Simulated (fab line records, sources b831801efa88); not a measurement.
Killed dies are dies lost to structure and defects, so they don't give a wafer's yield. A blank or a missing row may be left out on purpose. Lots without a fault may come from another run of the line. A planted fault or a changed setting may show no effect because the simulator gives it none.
fab line records | flow sky130
record lots=12 wafers=36 last_day=50
route steps=708 shown FIELD_ISO@1 LDD_HVP@280 PAD_OPEN@708
lots that met no fault: from a run of the same line without faults
start_h: hours from the record's first day to the start of the lot's first wafer shown | wait_h: hours since the lot's step before | " the same as in the row above | L1.1+2: a row that stands for several wafers | - no value, or no start given | * or withheld: withheld | < > ~ a bound
route shown NAME@n: a module of which the file shows steps, and the number in the route of the first | usual: mean/standard deviation of fault-free wafers | same: alike in all rows | chamber/n: place in a boat | sites: the reading at each site | _std_site: their standard deviation | _edge_site: outer sites' mean less inner sites' | radius_mm: how far each site lies from the wafer's centre | mask NAME#n: copy n | behind: the tool/chamber that last shaped the wafer | hold: why the lot was held/for how many hours/how that ended | device: the transistor (n, p or np) that didn't switch | end of line: the same wafers' tests at the end of the route | a step without rows: its recipe alone | killed: dies lost to structure and defects at the first sort, not the wafer's yield | map: a wafer's dies, x killed, . not, _ none there
set.NAME: the setting as run; set.NAME@STEP: as run at that earlier step | model.NAME: the simulator's own value behind a step, which no gauge read
steps of the route over a sample of lots; a table a step, a row a wafer
services: from which hour (start_h, from the record's first day; less than 0 if before it) a tool's chamber was out of use, for how many hours, and why
## steps
# step SKY_FIELD_ISO_BOW_MEAS_00
# recipe mode=bow
# usual INCOMING_BOW=-1/6.4
# columns lot.wafer tool chamber start_h wait_h INCOMING_BOW[um]
L600.1 film_metro-01 - 10.00 - 0
L600.3 " - " " 3
L600.6 " - " " 5
L601.3 film_metro-02 - 15.04 - 8
L601.5 " - " " 7
L601.6 " - " " -6
L603.1 film_metro-02 - 25.00 - -7
L603.2 " - " " 0
L603.3 " - " " -2
L607.3 film_metro-01 - 45.04 - -1
L607.4 " - " " 8
L607.6 " - " " -10
L608.1 film_metro-02 - 50.00 - 0
L608.2 " - " " 4
L608.4 " - " " 1
L611.3 film_metro-04 - 65.04 - -2
L611.5 " - " " 1
L611.6 " - " " 0
L612.1 film_metro-02 - 70.00 - 9
L612.5 " - " " -8
L612.6 " - " " -1
L613.2 film_metro-04 - 75.02 - -6
L613.5 " - " " 7
L613.6 " - " " -6
L614.1 film_metro-02 - 80.00 - -6
L614.5 " - " " -8
L614.6 " - " " -7
L615.3 film_metro-01 - 85.04 - -6
L615.4 " - " " -15
L615.5 " - " " -5
L622.4 film_metro-04 - 120.06 - -1
L622.5 " - " " -2
L622.6 " - " " -8
L623.1 film_metro-02 - 125.00 - 4
L623.4 " - " " 6
L623.5 " - " " -8
# step SKY_FIELD_ISO_ETCH_14
# recipe chemistry=N2/H2 target=BARC ion_energy_ev=200 source_w=516.5 bias_w=100 pressure_mtorr=30 n2_flow_sccm=100 h2_flow_sccm=200 stop_on=SiO2 time_s=45.9 target_depth_a=600
# usual drypump_motor_current_A=5.9/0.4 oes_product_au=0.855/0.005 throttle_valve_pct=13.223/0.0094
# columns lot.wafer tool chamber start_h wait_h drypump_motor_current_A oes_product_au rf_hours_counter_h throttle_valve_pct
L600.1 rie_diel-02 0 28.85 0.1 5.9 0.851 6 13.226
L600.3 " 2 " " 5.8 0.847 86 13.220
L600.6 " 3 " " 6.1 0.853 - 13.214
L601.3 rie_diel-01 1 36.08 0.1 5.3 0.864 118 13.217
L601.5 " 0 " " 6.4 0.853 - 13.215
L601.6 " 1 " " 5.3 0.854 - 13.231
L603.1 rie_diel-03 0 43.84 0.1 6.4 0.852 36 13.206
L603.2 " 1 " " 5.8 0.860 1 13.229
L603.3 " 3 " " 6.3 0.859 135 13.224
L607.3 rie_diel-03 0 65.78 0.1 6.4 0.846 36 13.234
L607.4 " 3 " " 6.3 0.852 135 13.216
L607.6 " 2 " " 5.3 0.853 - 13.229
L608.1 rie_diel-01 1 70.35 0.1 5.3 0.851 119 13.216
L608.2 " 0 " " 6.4 0.857 5 13.224
L608.4 " 2 " " 5.9 0.862 40 13.217
L611.3 rie_diel-02 3 88.09 0.1 6.1 0.861 43 13.241
L611.5 " 3 " " 6.1 0.855 - 13.231
L611.6 " 0 " " 5.9 0.862 - 13.203
L612.1 rie_diel-01 0 90.98 0.1 6.3 0.851 5 13.222
L612.5 " 3 " " 5.8 0.858 - 13.214
L612.6 " 2 " " 5.9 0.861 - 13.219
L613.2 rie_diel-03 1 96.00 0.1 5.8 0.851 2 13.209
L613.5 " 1 " " 5.8 0.855 - 13.208
L613.6 " 2 " " 5.3 0.853 - 13.223
L614.1 rie_diel-02 2 100.10 0.1 5.8 0.849 87 13.213
L614.5 " 1 " " 5.1 0.851 - 13.231
L614.6 " 2 " " 5.8 0.861 - 13.220
L615.3 rie_diel-01 0 108.83 0.1 6.4 0.860 5 13.217
L615.4 " 3 " " 5.7 0.854 5 13.230
L615.5 " 2 " " 5.9 0.854 - 13.225
L622.4 rie_diel-03 2 145.25 0.0 5.3 0.853 1 13.221
L622.5 " 2 " " 5.3 0.852 - 13.224
L622.6 " 1 " " 5.8 0.853 - 13.223
L623.1 rie_diel-02 2 150.43 0.1 5.8 0.860 88 13.219
L623.4 " 2 " " 5.8 0.848 - 13.224
L623.5 " 3 " " 6.1 0.853 - 13.229
# step SKY_FIELD_ISO_THK_MEAS_25
# recipe reads=SiO2_of_FIELD_ISO_CVD_24
# usual FIELD_ISO_CVD_24_THK=596/5.7
# columns lot.wafer tool chamber start_h wait_h FIELD_ISO_CVD_24_THK[nm]
L600.1 film_metro-02 - 30.72 0.0 594
L600.3 " - " " 593
L600.6 " - " " 588
L601.3 film_metro-02 - 38.33 0.1 596
L601.5 " - " " 592
L601.6 " - " " 594
L603.1 film_metro-01 - 46.56 0.0 594
L603.2 " - " " 598
L603.3 " - " " 598
L607.3 film_metro-04 - 68.90 0.1 598
L607.4 " - " " 598
L607.6 " - " " 596
L608.1 film_metro-02 - 72.20 0.0 597
L608.2 " - " " 597
L608.4 " - " " 604
L611.3 film_metro-01 - 91.51 0.1 598
L611.5 " - " " 597
L611.6 " - " " 590
L612.1 film_metro-02 - 93.01 0.0 600
L612.5 " - " " 595
L612.6 " - " " 599
L613.2 film_metro-01 - 98.43 0.0 601
L613.5 " - " " 598
L613.6 " - " " 602
L614.1 film_metro-01 - 102.73 0.0 599
L614.5 " - " " 603
L614.6 " - " " 593
L615.3 film_metro-04 - 111.08 0.1 593
L615.4 " - " " 586
L615.5 " - " " 597
L622.4 film_metro-01 - 147.14 0.0 593
L622.5 " - " " 590
L622.6 " - " " 591
L623.1 film_metro-02 - 152.94 0.0 595
L623.4 " - " " 600
L623.5 " - " " 590
# step SKY_LDD_HVP_COAT_02
# recipe resist=NOVOLAK spin_rpm=3000 resist_thk_nm=300
# usual chill_plate_temp_C=23.00/0.11 dispense_pressure_kPa=52/5.1
# columns lot.wafer tool chamber start_h wait_h chill_plate_temp_C dispense_pressure_kPa
L600.1 litho_track-01 0 484.07 0.1 23.06 59
L600.3 " 0 " " 23.06 59
L600.6 " 0 " " 23.11 59
L601.3 litho_track-01 0 497.17 0.1 23.16 59
L601.5 " 0 " " 22.99 59
L601.6 " 0 " " 23.05 59
L603.1 litho_track-04 0 506.29 0.1 22.95 48
L603.2 " 0 " " 22.99 48
L603.3 " 0 " " 22.87 48
L607.3 litho_track-04 0 546.74 0.1 22.90 48
L607.4 " 0 " " 22.98 48
L607.6 " 0 " " 23.06 48
L608.1 litho_track-01 0 550.07 0.1 23.10 59
L608.2 " 0 " " 23.09 59
L608.4 " 0 " " 23.13 59
L611.3 litho_track-03 0 582.93 0.1 22.92 48
L611.5 " 0 " " 23.05 48
L611.6 " 0 " " 22.98 48
L612.1 litho_track-01 - 585.52 0.1 - -
L612.5 " - " " - -
L612.6 " - " " - -
L613.2 litho_track-04 - 594.36 0.1 - -
L613.5 " - " " - -
L613.6 " - " " - -
L614.1 litho_track-04 - 599.29 0.1 - -
L614.5 " - " " - -
L614.6 " - " " - -
L615.3 litho_track-03 0 608.43 0.1 23.07 48
L615.4 " 0 " " 23.18 48
L615.5 " 0 " " 23.21 48
L622.4 litho_track-03 0 670.85 0.1 23.10 48
L622.5 " 0 " " 23.04 48
L622.6 " 0 " " 23.11 48
L623.1 litho_track-03 0 673.98 0.1 22.88 48
L623.4 " 0 " " 22.78 48
L623.5 " 0 " " 23.04 48
# step SKY_LDD_HVP_OVL_MEAS_07
# usual LDD_HVP_OVL=0.2/1.4
# columns lot.wafer tool chamber start_h wait_h LDD_HVP_OVL[nm]
L600.1 overlay-01 - 500.23 0.1 1.1
L600.3 " - " " 2.3
L600.6 " - " " 0.4
L601.3 overlay-02 - 513.19 0.1 0.1
L601.5 " - " " 0.1
L601.6 " - " " -1.6
L603.1 overlay-02 - 521.77 0.1 -0.2
L603.2 " - " " 2.5
L603.3 " - " " -0.7
L607.3 overlay-02 - 562.80 0.1 1.4
L607.4 " - " " 1.8
L607.6 " - " " -0.6
L608.1 overlay-02 - 565.68 0.1 2.9
L608.2 " - " " 4.0
L608.4 " - " " 2.6
L611.3 overlay-02 - 597.75 0.1 0.7
L611.5 " - " " -0.7
L611.6 " - " " 1.6
L612.1 overlay-01 - 600.37 0.1 -
L612.5 " - " " -
L612.6 " - " " -
L613.2 overlay-02 - 608.44 0.1 -
L613.5 " - " " -
L613.6 " - " " -
L614.1 overlay-01 - 613.59 0.1 -
L614.5 " - " " -
L614.6 " - " " -
L615.3 overlay-02 - 623.35 0.1 1.3
L615.4 " - " " 0.8
L615.5 " - " " 1.9
L622.4 overlay-01 - 685.19 0.1 0.4
L622.5 " - " " -0.7
L622.6 " - " " 1.0
L623.1 overlay-02 - 688.43 0.1 -0.4
L623.4 " - " " 0.9
L623.5 " - " " -0.8
# step SKY_PAD_OPEN_PROBE_99
# usual killed_at_M0_to_M3=43/6.6 killed_at_M4_up=3.4/1.8 killed_at_contacts=24/4.9 killed_at_front_end=15/4.1 killed_at_other=0.3/0.55 killed_dies=85/8.8 killed_on_rim=17/3.7 killed_open=46/6.1 killed_short=39/5.7
# same gross_dies=492 killed_at_back_side=0
# columns lot.wafer tool chamber start_h wait_h killed_at_M0_to_M3 killed_at_M4_up killed_at_contacts killed_at_front_end killed_at_other killed_dies killed_on_rim killed_open killed_short
L600.1 prober-02 - 1081.43 0.1 54 2 21 25 1 103 19 66 37
L600.3 prober-02 - 1081.53 0.2 60 4 16 13 1 94 17 51 43
L600.6 prober-02 - 1081.68 0.2 44 2 25 18 0 89 16 53 36
L601.3 prober-01 - 1093.40 0.2 32 7 16 15 0 70 16 41 29
L601.5 prober-01 - 1093.50 0.2 26 5 20 9 1 61 15 29 31
L601.6 prober-01 - 1093.55 0.2 37 2 29 20 1 89 17 48 41
L603.1 prober-01 - 1095.58 0.1 32 3 22 16 1 74 13 41 33
L603.2 prober-01 - 1095.63 0.1 37 3 21 7 0 68 8 36 32
L603.3 prober-01 - 1095.68 0.2 44 5 24 13 0 86 17 44 42
L607.3 prober-01 - 1121.82 0.2 42 3 20 16 1 82 16 39 42
L607.4 prober-01 - 1121.87 0.2 38 1 33 11 2 85 16 46 38
L607.6 prober-01 - 1121.97 0.2 43 6 35 15 1 100 22 54 43
L608.1 prober-02 - 1124.86 0.1 52 3 28 10 0 93 21 57 36
L608.2 prober-02 - 1124.91 0.1 38 4 22 15 1 80 16 40 40
L608.4 prober-02 - 1125.01 0.2 44 2 20 9 0 75 18 38 37
L611.3 prober-01 - 1145.80 0.2 39 5 35 11 0 90 14 42 48
L611.5 prober-01 - 1145.90 0.2 41 7 35 12 0 95 23 52 42
L611.6 prober-01 - 1145.95 0.2 37 3 38 8 0 86 20 47 39
L612.1 prober-02 - 1149.41 0.1 52 2 23 415 0 492 96 39 50
L612.5 prober-02 - 1149.61 0.2 29 5 18 440 0 492 96 43 26
L612.6 prober-02 - 1149.66 0.2 48 6 21 417 0 492 96 52 40
L613.2 prober-01 - 1151.93 0.1 33 3 23 431 2 492 96 43 36
L613.5 prober-01 - 1152.08 0.2 42 1 22 427 0 492 96 36 45
L613.6 prober-01 - 1152.13 0.2 46 3 27 414 2 492 96 57 38
L614.1 prober-02 - 1155.20 0.1 46 7 16 423 0 492 96 52 41
L614.5 prober-02 - 1155.40 0.2 46 1 25 419 1 492 96 50 44
L614.6 prober-02 - 1155.45 0.2 49 5 30 407 1 492 96 53 44
L615.3 prober-01 - 1161.33 0.2 39 3 19 14 0 75 15 44 30
L615.4 prober-01 - 1161.38 0.2 52 4 26 11 0 93 13 52 40
L615.5 prober-01 - 1161.43 0.2 53 1 22 12 0 88 13 53 35
L622.4 prober-02 - 1198.31 0.2 42 3 25 20 1 91 21 43 46
L622.5 prober-02 - 1198.36 0.2 58 5 26 16 0 105 20 55 49
L622.6 prober-02 - 1198.41 0.2 45 3 22 13 0 83 17 46 37
L623.1 prober-01 - 1199.66 0.1 43 3 26 20 1 93 26 51 42
L623.4 prober-01 - 1199.81 0.2 32 3 29 8 0 72 17 43 29
L623.5 prober-01 - 1199.86 0.2 50 3 24 12 0 89 13 51 38
# killed by level:class
L600.1 VIA1:geometric_particle:open=19 CONTACT:geometric_particle:open=10 VIA3:geometric_particle:open=9 POLY_GATE:geometric_particle:open=7 FIELD_ISO:geometric_particle:open=6 VIA2:geometric_particle:short=6 VIA2:geometric_particle:open=5 LI_CONTACT:geometric_particle:open=4
L600.3 VIA1:geometric_particle:open=17 VIA3:geometric_particle:open=9 METAL2:geometric_particle:short=8 VIA2:geometric_particle:open=7 CONTACT:geometric_particle:open=7 METAL1:geometric_particle:short=7 POLY_GATE:geometric_particle:short=5 POLY_GATE:geometric_particle:open=4
L600.6 VIA1:geometric_particle:open=13 CONTACT:geometric_particle:open=11 VIA3:geometric_particle:open=10 LI_CONTACT:geometric_particle:open=6 FIELD_ISO:geometric_particle:short=5 METAL2:geometric_particle:short=5 POLY_GATE:geometric_particle:short=4 LOCAL_INTERCONNECT:geometric_particle:short=4
L601.3 VIA1:geometric_particle:open=7 FIELD_ISO:geometric_particle:open=6 FIELD_ISO:geometric_particle:short=6 CONTACT:geometric_particle:open=6 VIA2:geometric_particle:open=6 METAL4:geometric_particle:short=6 LOCAL_INTERCONNECT:geometric_particle:short=5 METAL1:geometric_particle:open=4
L601.5 VIA1:geometric_particle:open=9 LI_CONTACT:geometric_particle:open=7 METAL1:geometric_particle:short=6 FIELD_ISO:geometric_particle:short=4 CONTACT:geometric_particle:short=4 CONTACT:geometric_particle:open=4 METAL4:geometric_particle:short=4 METAL2:geometric_particle:short=3
L601.6 VIA1:geometric_particle:open=13 CONTACT:geometric_particle:open=9 CONTACT:geometric_particle:short=9 POLY_GATE:geometric_particle:short=7 VIA2:geometric_particle:open=6 LI_CONTACT:geometric_particle:open=5 VIA3:geometric_particle:open=5 FIELD_ISO:geometric_particle:short=4
L603.1 VIA1:geometric_particle:open=10 LI_CONTACT:geometric_particle:open=7 CONTACT:geometric_particle:open=5 FIELD_ISO:geometric_particle:open=4 POLY_GATE:geometric_particle:open=4 CONTACT:geometric_particle:short=4 VIA1:geometric_particle:short=4 VIA3:geometric_particle:open=4
L603.2 VIA1:geometric_particle:open=8 VIA2:geometric_particle:open=7 CONTACT:geometric_particle:open=7 LI_CONTACT:geometric_particle:open=5 METAL1:geometric_particle:short=5 LOCAL_INTERCONNECT:geometric_particle:short=4 METAL2:geometric_particle:short=4 POLY_GATE:geometric_particle:open=3
L603.3 CONTACT:geometric_particle:open=9 VIA2:geometric_particle:open=9 METAL1:geometric_particle:short=8 VIA3:geometric_particle:open=7 LI_CONTACT:geometric_particle:open=6 POLY_GATE:geometric_particle:short=5 LOCAL_INTERCONNECT:geometric_particle:short=4 METAL2:geometric_particle:short=4
L607.3 LOCAL_INTERCONNECT:geometric_particle:short=8 VIA1:geometric_particle:short=7 CONTACT:geometric_particle:open=6 VIA3:geometric_particle:open=6 VIA1:geometric_particle:open=6 METAL2:geometric_particle:short=6 FIELD_ISO:geometric_particle:open=5 POLY_GATE:geometric_particle:short=4
L607.4 CONTACT:geometric_particle:open=14 LI_CONTACT:geometric_particle:open=7 LOCAL_INTERCONNECT:geometric_particle:short=6 VIA2:geometric_particle:open=6 METAL1:geometric_particle:short=5 VIA1:geometric_particle:open=5 FIELD_ISO:geometric_particle:open=4 VIA1:geometric_particle:short=4
L607.6 CONTACT:geometric_particle:open=15 LI_CONTACT:geometric_particle:open=9 VIA1:geometric_particle:open=8 METAL2:geometric_particle:short=7 LOCAL_INTERCONNECT:geometric_particle:short=6 METAL1:geometric_particle:short=5 VIA3:geometric_particle:open=5 FIELD_ISO:geometric_particle:short=3
L608.1 VIA1:geometric_particle:open=11 LI_CONTACT:geometric_particle:open=8 VIA2:geometric_particle:open=8 VIA3:geometric_particle:open=7 POLY_GATE:geometric_particle:open=6 CONTACT:geometric_particle:open=6 METAL2:geometric_particle:short=6 CONTACT:geometric_particle:short=5
L608.2 CONTACT:geometric_particle:open=7 VIA1:geometric_particle:open=7 POLY_GATE:geometric_particle:short=6 LI_CONTACT:geometric_particle:open=6 METAL1:geometric_particle:short=6 METAL2:geometric_particle:short=5 VIA3:geometric_particle:open=5 FIELD_ISO:geometric_particle:open=4
L608.4 VIA3:geometric_particle:open=11 VIA1:geometric_particle:open=9 LI_CONTACT:geometric_particle:open=5 LOCAL_INTERCONNECT:geometric_particle:short=4 CONTACT:geometric_particle:short=4 CONTACT:geometric_particle:open=4 METAL2:geometric_particle:short=4 VIA2:geometric_particle:open=4
L611.3 LI_CONTACT:geometric_particle:open=10 CONTACT:geometric_particle:short=7 LOCAL_INTERCONNECT:geometric_particle:short=6 VIA1:geometric_particle:short=6 METAL2:geometric_particle:short=6 VIA3:geometric_particle:open=6 LI_CONTACT:geometric_particle:short=5 CONTACT:geometric_particle:open=5
L611.5 CONTACT:geometric_particle:open=10 LI_CONTACT:geometric_particle:open=9 VIA1:geometric_particle:open=7 VIA3:geometric_particle:open=7 CONTACT:geometric_particle:short=6 METAL1:geometric_particle:short=6 VIA2:geometric_particle:open=6 LOCAL_INTERCONNECT:geometric_particle:short=5
L611.6 CONTACT:geometric_particle:open=15 LI_CONTACT:geometric_particle:open=10 LOCAL_INTERCONNECT:geometric_particle:short=7 VIA1:geometric_particle:short=7 VIA1:geometric_particle:open=5 METAL2:geometric_particle:open=4 VIA3:geometric_particle:open=4 METAL2:geometric_particle:short=4
L612.1 LDD_HVP:area_expose=403 VIA1:geometric_particle:open=12 METAL1:geometric_particle:short=10 METAL2:geometric_particle:short=8 LOCAL_INTERCONNECT:geometric_particle:short=7 CONTACT:geometric_particle:open=6 VIA2:geometric_particle:open=6 LI_CONTACT:geometric_particle:open=5
L612.5 LDD_HVP:area_expose=423 VIA1:geometric_particle:open=8 VIA3:geometric_particle:open=6 VIA2:geometric_particle:open=6 LOCAL_INTERCONNECT:geometric_particle:short=6 CONTACT:geometric_particle:open=6 FIELD_ISO:geometric_particle:open=5 LI_CONTACT:geometric_particle:open=5
L612.6 LDD_HVP:area_expose=399 VIA1:geometric_particle:open=10 VIA2:geometric_particle:open=8 CONTACT:geometric_particle:open=7 METAL2:geometric_particle:short=7 VIA3:geometric_particle:open=6 LI_CONTACT:geometric_particle:short=5 FIELD_ISO:geometric_particle:open=4
L613.2 LDD_HVP:area_expose=412 LI_CONTACT:geometric_particle:open=9 VIA2:geometric_particle:open=7 FIELD_ISO:geometric_particle:open=6 CONTACT:geometric_particle:open=6 VIA1:geometric_particle:short=5 VIA1:geometric_particle:open=5 POLY_GATE:geometric_particle:short=4
L613.5 LDD_HVP:area_expose=411 METAL1:geometric_particle:short=8 CONTACT:geometric_particle:open=7 VIA1:geometric_particle:short=7 LOCAL_INTERCONNECT:geometric_particle:short=6 LI_CONTACT:geometric_particle:short=5 VIA2:geometric_particle:open=5 VIA3:geometric_particle:open=5
L613.6 LDD_HVP:area_expose=396 CONTACT:geometric_particle:open=11 VIA1:geometric_particle:open=10 VIA2:geometric_particle:open=9 LI_CONTACT:geometric_particle:open=9 VIA3:geometric_particle:open=7 FIELD_ISO:geometric_particle:short=5 METAL1:geometric_particle:short=5
L614.1 LDD_HVP:area_expose=399 VIA1:geometric_particle:open=14 LI_CONTACT:geometric_particle:open=7 VIA1:geometric_particle:short=7 FIELD_ISO:geometric_particle:open=6 VIA2:geometric_particle:open=6 FIELD_ISO:geometric_particle:short=5 METAL4:geometric_particle:short=5
L614.5 LDD_HVP:area_expose=397 CONTACT:geometric_particle:open=15 VIA1:geometric_particle:short=8 VIA1:geometric_particle:open=8 VIA3:geometric_particle:open=7 POLY_GATE:geometric_particle:short=6 METAL1:geometric_particle:short=5 METAL2:geometric_particle:short=5
L614.6 LDD_HVP:area_expose=395 CONTACT:geometric_particle:open=11 LI_CONTACT:geometric_particle:open=9 VIA1:geometric_particle:open=8 METAL2:geometric_particle:short=8 CONTACT:geometric_particle:short=7 VIA1:geometric_particle:short=7 VIA3:geometric_particle:open=6
L615.3 VIA1:geometric_particle:open=11 CONTACT:geometric_particle:open=7 FIELD_ISO:geometric_particle:open=6 METAL1:geometric_particle:short=5 LI_CONTACT:geometric_particle:open=4 LOCAL_INTERCONNECT:geometric_particle:short=4 VIA2:geometric_particle:open=4 POLY_GATE:geometric_particle:short=3
L615.4 VIA2:geometric_particle:open=11 VIA1:geometric_particle:open=9 LI_CONTACT:geometric_particle:open=7 METAL2:geometric_particle:short=7 LOCAL_INTERCONNECT:geometric_particle:short=6 CONTACT:geometric_particle:open=6 VIA3:geometric_particle:open=6 CONTACT:geometric_particle:short=5
L615.5 VIA1:geometric_particle:open=12 VIA3:geometric_particle:open=10 CONTACT:geometric_particle:open=9 LI_CONTACT:geometric_particle:open=8 VIA1:geometric_particle:short=8 VIA2:geometric_particle:open=7 METAL1:geometric_particle:short=5 METAL2:geometric_particle:short=5
L622.4 CONTACT:geometric_particle:open=9 VIA1:geometric_particle:open=9 METAL1:geometric_particle:short=7 VIA3:geometric_particle:open=6 FIELD_ISO:geometric_particle:short=5 VIA1:geometric_particle:short=5 LI_CONTACT:geometric_particle:short=4 LI_CONTACT:geometric_particle:open=4
L622.5 CONTACT:geometric_particle:open=11 VIA1:geometric_particle:open=11 VIA2:geometric_particle:open=9 METAL2:geometric_particle:short=8 METAL1:geometric_particle:short=8 VIA3:geometric_particle:open=6 CONTACT:geometric_particle:short=5 LI_CONTACT:geometric_particle:short=4
L622.6 VIA1:geometric_particle:open=10 VIA2:geometric_particle:open=9 VIA3:geometric_particle:open=7 LI_CONTACT:geometric_particle:open=7 METAL2:geometric_particle:short=7 CONTACT:geometric_particle:open=6 CONTACT:geometric_particle:short=5 POLY_GATE:geometric_particle:short=3
L623.1 VIA1:geometric_particle:open=10 CONTACT:geometric_particle:open=9 VIA1:geometric_particle:short=7 LI_CONTACT:geometric_particle:open=7 FIELD_ISO:geometric_particle:open=6 METAL1:geometric_particle:short=6 POLY_GATE:geometric_particle:open=5 CONTACT:geometric_particle:short=5
L623.4 CONTACT:geometric_particle:open=17 VIA1:geometric_particle:open=10 SPACER:geometric_particle:short=4 LI_CONTACT:geometric_particle:open=4 METAL1:geometric_particle:short=4 CONTACT:geometric_particle:short=4 METAL3:geometric_particle:short=4 VIA3:geometric_particle:open=4
L623.5 VIA1:geometric_particle:open=13 VIA2:geometric_particle:open=11 CONTACT:geometric_particle:open=10 CONTACT:geometric_particle:short=6 LI_CONTACT:geometric_particle:open=6 METAL1:geometric_particle:short=5 VIA1:geometric_particle:short=5 POLY_GATE:geometric_particle:short=4
## services
# columns tool chamber start_h hours kind
rie_diel-03 3 24.40 7.5 repair
rie_diel-01 - 71.12 14.6 pm
rie_diel-01 1 87.94 1.4 repair
rie_diel-02 0 103.91 7.1 repair
rie_diel-01 1 116.92 12.5 repair
rie_diel-02 1 143.06 9.4 repair
rie_diel-03 - 145.69 0.4 repair
rie_diel-03 1 156.70 3.0 repair
rie_diel-02 2 164.07 23.2 repair
rie_diel-03 2 170.03 7.3 repair
rie_diel-03 - 196.86 14.6 pm
rie_diel-01 0 204.84 4.1 repair
rie_diel-01 0 211.63 14.0 repair
rie_diel-02 2 247.35 31.9 repair
rie_diel-02 0 288.60 3.4 repair
rie_diel-01 2 290.30 15.8 repair
rie_diel-02 1 312.75 4.4 repair
rie_diel-01 0 322.61 15.5 repair
rie_diel-03 1 324.35 8.9 repair
rie_diel-03 - 349.03 2.8 pm
rie_diel-02 0 373.47 1.3 repair
rie_diel-02 - 378.10 0.7 repair
rie_diel-02 1 384.76 12.4 repair
rie_diel-02 3 392.95 17.7 repair
## key
first_sign step=SKY_LDD_HVP_COAT_02 reading=tool_record direction=missing
effect step=SKY_LDD_HVP_OVL_MEAS_07 reading=LDD_HVP_OVL direction=missing
effect step=SKY_PAD_OPEN_PROBE_99 reading=killed_at_front_end direction=up sigmas=99+ usual=15 struck=421
more_kills_born_at SKY_LDD_HVP_EXPOSE_04@iline_stepper-02=2410 SKY_LDD_HVP_EXPOSE_04@iline_stepper-01=1225
met_at SKY_LDD_HVP_COAT_02
struck_lots L612,L613,L614
tester_left_out L612,L613,L614
not_acting_at SKY_FIELD_ISO_BOW_MEAS_00,SKY_FIELD_ISO_ETCH_14,SKY_FIELD_ISO_THK_MEAS_25
onset_between 550.07 585.52
fault kind=skipped_step_whole tool=litho_track-01,litho_track-04 chamber=- onset_h=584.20 steps=SKY_LDD_HVP_COAT_02 scope=struck_lots_only
# tester_left_out: of these lots the tester's yield and bins aren't shown, on N5 and GAA mostly nor the transistor test; their killed dies are dies lost to structure and defects alone, not to doping, threshold or leakage, so they don't give the yield
